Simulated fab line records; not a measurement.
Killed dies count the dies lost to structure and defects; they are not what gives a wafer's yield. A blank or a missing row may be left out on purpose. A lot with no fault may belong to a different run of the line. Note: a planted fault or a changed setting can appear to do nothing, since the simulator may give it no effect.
A single fault, viewed from 2 desks + flow sky130 + only its own numbers are on each desk; what lay behind them is given at the end

AT THE METROLOGY DESK
Lot by lot, what the gauges showed, no matter which tool ran the lot: averages of those sampled wafers that carry a number. Any lot whose mean is over 4 standard deviations away from the usual mean is out of limits and marked OUT; that distance is given in the brackets.
Columns: A = VT_ADJUST_LVTN_OVL at SKY_VT_ADJUST_LVTN_OVL_MEAS_07, usual -1.0 nm; B = POLY_GATE_CVD_03_THK at SKY_POLY_GATE_THK_MEAS_04, usual 74.9 nm; C = LDD_N_TW at SKY_LDD_N_TW_MEAS_17, usual 2586; D = cd-nm at SKY_SD_P_CD_MEAS_07, usual 380.5 nm
| lot  | first seen here | A    | B    | C    | D     |
|------|-----------------|------|------|------|-------|
| L970 | day 6 21:53     | 0.6  | 75.2 | 2571 | 382.2 |
| L971 | day 7 02:27     | -2.4 | 76.1 | 2573 | 377.7 |
| L972 | day 7 11:39     | -3.1 | 74.4 | 2578 | 377.9 |
| L973 | day 7 16:17     | -1.5 | 74.4 | 2574 | 382.9 |
| L974 | day 7 23:44     | -2.8 | 75.4 | 2585 | 381.6 |
| L983 | day 10 14:44    | -0.9 | 74.6 | 2596 | 378.9 |
| L984 | day 10 20:05    | -2.9 | 74.4 | 2578 | 373.9 |
| L991 | day 12 21:24    | 0.3  | 75.8 | 2607 | 379.1 |
| L992 | day 13 02:56    | -1.3 | 75.4 | 2599 | 381.7 |
| L993 | day 13 15:02    | 0.4  | 75.0 | 2612 | 383.6 |
Finding of this desk: none of the 10 lots has anything out of limits.

AT THE TOOL OWNER'S DESK: iline-stepper-02
The tool's own readings at SKY_SD_P_EXPOSE_04 (exposes mask PSDM, target cd 380 nm): means of the sampled wafers that have a number, for each lot that ran on this tool. Any lot whose mean is over 4 standard deviations away from the usual mean is out of limits and marked OUT; that distance is given in the brackets.
Columns: A = reticle-temp-C at SKY_SD_P_EXPOSE_04, usual 22.96 C
| lot  | first seen here | A     |
|------|-----------------|-------|
| L971 | day 24 23:24    | 22.94 |
| L972 | day 25 18:07    | 22.93 |
| L974 | day 26 07:57    | 22.97 |
| L983 | day 29 20:54    | 22.96 |
| L984 | day 30 04:59    | 22.91 |
| L992 | day 32 12:35    | 22.91 |
| L993 | day 33 00:59    | 22.98 |
Finding of this desk: none of the 7 lots has anything out of limits.

BROUGHT TOGETHER
From the metrology desk's view, nothing was out of limits.
The tool owner's desk saw nothing out of limits.

WHAT THE SIMULATOR HAD INSERTED
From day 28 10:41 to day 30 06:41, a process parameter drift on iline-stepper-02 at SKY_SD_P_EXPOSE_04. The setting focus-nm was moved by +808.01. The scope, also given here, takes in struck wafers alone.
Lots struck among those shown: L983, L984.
